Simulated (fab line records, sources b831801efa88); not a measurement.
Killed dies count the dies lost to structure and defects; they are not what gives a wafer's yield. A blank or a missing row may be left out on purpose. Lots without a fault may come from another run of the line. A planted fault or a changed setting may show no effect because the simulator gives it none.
2 desks, one fault | flow gf180mcu | what lay behind the numbers comes last; until then each desk has only its own

## AT THE TOOL OWNER'S DESK: implanter-03
The tool's own readings at GF_HV_LDD_IMPLANT_21: means of the sampled wafers that have a number, for each lot that ran on this tool. The brackets show how far a lot's mean lies from the usual mean; more than 4 standard deviations puts the lot out of limits, marked OUT.
Columns: A = beam-energy-keV at GF_HV_LDD_IMPLANT_21, usual 25.001; B = end-station-pressure-torr at GF_HV_LDD_IMPLANT_21, usual 5.22e-06 Torr
lot  | first seen here | A                        | B
L268 | day 11 17:09    | 25.003                   | 5.50e-06
L272 | day 13 01:54    | 25.004                   | 4.95e-06
L273 | day 13 09:48    | 24.991                   | 5.11e-06
L276 | day 14 04:44    | 24.994                   | 5.18e-06
L277 | day 14 15:03    | 24.995                   | 5.28e-06
L281 | day 16 01:59    | 16.133 (-99 or more) OUT | 5.00e-06
L282 | day 16 17:37    | 16.122 (-99 or more) OUT | 5.21e-06
This desk finds L281, L282 out of limits, L281 being first, at day 16 01:59 (beam-energy-keV at GF_HV_LDD_IMPLANT_21). In limits: L268, L272, L273, L276, L277.

## THE METROLOGY DESK
Lot by lot, what the gauges showed, no matter which tool ran the lot: averages of those sampled wafers that carry a number. The brackets show how far a lot's mean lies from the usual mean; more than 4 standard deviations puts the lot out of limits, marked OUT.
Columns: A = VT_IMPLANT_4_TW at GF_VT_IMPLANT_TW_MEAS_43, usual 690; B = HV_LDD_2_TW at GF_HV_LDD_TW_MEAS_23, usual 1053; C = cd-nm at GF_HV_LDD_CD_MEAS_31, usual 400.4 nm
lot  | first seen here | A   | B             | C
L265 | day 7 14:34     | 698 | 1042          | 399.4
L267 | day 8 04:10     | 703 | 1044          | 402.9
L268 | day 8 08:59     | 683 | 1060          | 400.9
L269 | day 8 17:46     | 698 | 1051          | 399.9
L270 | day 8 23:38     | 682 | 1056          | 401.1
L272 | day 9 13:07     | 682 | 1059          | 402.0
L273 | day 9 21:43     | 681 | 1058          | 396.8
L276 | day 10 15:05    | 693 | 1063          | 402.3
L277 | day 10 22:22    | 698 | 1042          | 403.6
L281 | day 12 01:38    | 698 | 917 (-17) OUT | 400.5
L282 | day 12 14:47    | 683 | 935 (-15) OUT | 402.3
L284 | day 13 01:44    | 693 | 1056          | 397.6
L287 | day 13 18:53    | 695 | 1041          | 400.1
This desk finds L281, L282 out of limits, with the earliest case on L281 at day 16 02:13 (HV_LDD_2_TW at GF_HV_LDD_TW_MEAS_23). In limits: L265, L267, L268, L269, L270, L272, L273, L276, L277, L284, L287.

## TAKEN TOGETHER
The tool owner's desk had the chance to raise an alarm at day 16 01:59 on L281, L282.
On L281, L282, the metrology desk was in a position to raise an alarm at day 16 02:13.
Every lot named ran GF_HV_LDD_IMPLANT_21 on implanter-03.

## WHAT WAS PUT IN BY THE SIMULATOR
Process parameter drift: implanter-03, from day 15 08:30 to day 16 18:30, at GF_HV_LDD_IMPLANT_21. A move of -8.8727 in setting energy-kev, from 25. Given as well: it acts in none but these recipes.
Lots struck among those shown: L281, L282.
Hours from the fault's start to each desk's first reading out of limits: the tool owner's desk, 17; the metrology desk, 18.
